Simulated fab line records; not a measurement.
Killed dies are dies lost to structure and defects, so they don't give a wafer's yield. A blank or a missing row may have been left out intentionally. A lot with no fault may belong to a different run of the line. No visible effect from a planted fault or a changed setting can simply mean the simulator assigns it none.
Chamber matching :: flow sfq-line :: cmp-02 running SFQ_TRILAYER_I4_CMP_CMP_100: 4 sister chambers
The step polishes SiO2. 14 wafers are shown with their chamber, then 7 later ones without.

## WAFERS WITH THEIR CHAMBER
wafer: L122.4
chamber: 1
motor-current-A (A): 11.2
time-to-endpoint-s (s): 205
slurry-filter-dp-kPa (kPa): 13.31

wafer: L122.5
chamber: 2
motor-current-A (A): 10.0
time-to-endpoint-s (s): 211
slurry-filter-dp-kPa (kPa): 13.56

wafer: L122.6
chamber: 1
motor-current-A (A): 10.8
time-to-endpoint-s (s): 211
slurry-filter-dp-kPa (kPa): 13.75

wafer: L123.3
chamber: 3
motor-current-A (A): 7.7
time-to-endpoint-s (s): 224
slurry-filter-dp-kPa (kPa): 13.65

wafer: L123.4
chamber: 1
motor-current-A (A): 10.8
time-to-endpoint-s (s): 219
slurry-filter-dp-kPa (kPa): 13.60

wafer: L123.5
chamber: 0
motor-current-A (A): 11.0
time-to-endpoint-s (s): 221
slurry-filter-dp-kPa (kPa): 13.50

wafer: L125.2
chamber: 1
motor-current-A (A): 11.2
time-to-endpoint-s (s): 208
slurry-filter-dp-kPa (kPa): 13.51

wafer: L125.4
chamber: 0
motor-current-A (A): 10.8
time-to-endpoint-s (s): 222
slurry-filter-dp-kPa (kPa): 13.45

wafer: L125.1
chamber: 3
motor-current-A (A): 7.4
time-to-endpoint-s (s): 219
slurry-filter-dp-kPa (kPa): 13.69

wafer: L128.1
chamber: 1
motor-current-A (A): 11.0
time-to-endpoint-s (s): 205
slurry-filter-dp-kPa (kPa): 13.69

wafer: L128.2
chamber: 2
motor-current-A (A): 9.6
time-to-endpoint-s (s): 218
slurry-filter-dp-kPa (kPa): 13.61

wafer: L128.5
chamber: 0
motor-current-A (A): 11.3
time-to-endpoint-s (s): 212
slurry-filter-dp-kPa (kPa): 13.59

wafer: L131.1
chamber: 0
motor-current-A (A): 11.4
time-to-endpoint-s (s): 217
slurry-filter-dp-kPa (kPa): 13.62

wafer: L131.3
chamber: 1
motor-current-A (A): 11.3
time-to-endpoint-s (s): 206
slurry-filter-dp-kPa (kPa): 13.56

SIGNATURES (averages over the wafers above)
reading: motor-current-A
chamber 0: 11.125
chamber 1: 11.050
chamber 2: 9.800
chamber 3: 7.550
scatter within a chamber: 0.242

reading: time-to-endpoint-s
chamber 0: 218.00
chamber 1: 209.00
chamber 2: 214.50
chamber 3: 221.50
scatter within a chamber: 4.95

reading: slurry-filter-dp-kPa
chamber 0: 13.5400
chamber 1: 13.5700
chamber 2: 13.5850
chamber 3: 13.6700
scatter within a chamber: 0.118
Rule: for a wafer and a chamber, the distance is found by dividing, reading by reading, the gap between the wafer's reading and the chamber's mean by the reading's scatter, squaring, summing and taking the root. If the next closest chamber is less than 2 further off than the closest, the wafer can't be placed; otherwise it belongs to the closest. The scatter: the root of (the sum of the squares of (reading less its chamber's mean) over the shown wafers, divided by (wafers less chambers)).

## WAFERS WITH NO CHAMBER GIVEN
wafer: L131.5
motor-current-A (A): 10.8
time-to-endpoint-s (s): 217
slurry-filter-dp-kPa (kPa): 13.40

wafer: L134.4
motor-current-A (A): 8.0
time-to-endpoint-s (s): 213
slurry-filter-dp-kPa (kPa): 13.62

wafer: L134.3
motor-current-A (A): 10.0
time-to-endpoint-s (s): 211
slurry-filter-dp-kPa (kPa): 13.77

wafer: L134.6
motor-current-A (A): 11.2
time-to-endpoint-s (s): 224
slurry-filter-dp-kPa (kPa): 13.46

wafer: L145.3
motor-current-A (A): 11.5
time-to-endpoint-s (s): 207
slurry-filter-dp-kPa (kPa): 13.61

wafer: L145.2
motor-current-A (A): 7.7
time-to-endpoint-s (s): 215
slurry-filter-dp-kPa (kPa): 13.43

wafer: L145.6
motor-current-A (A): 11.0
time-to-endpoint-s (s): 207
slurry-filter-dp-kPa (kPa): 13.70

## CHAMBER TAKEN BY EACH
wafer: L131.5
from the rows above: can't be placed: 0 or 1
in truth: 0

wafer: L134.4
from the rows above: 3
in truth: 3

wafer: L134.3
from the rows above: 2
in truth: 2

wafer: L134.6
from the rows above: can't be placed: 0 or 1
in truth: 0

wafer: L145.3
from the rows above: can't be placed: 1 or 0
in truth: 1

wafer: L145.2
from the rows above: 3
in truth: 3

wafer: L145.6
from the rows above: can't be placed: 1 or 0
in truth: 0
Correct placement for 3 of the 7. Can't be placed from these rows: 4 (the true chamber is among the candidates in 4). Number placed wrongly: 0.
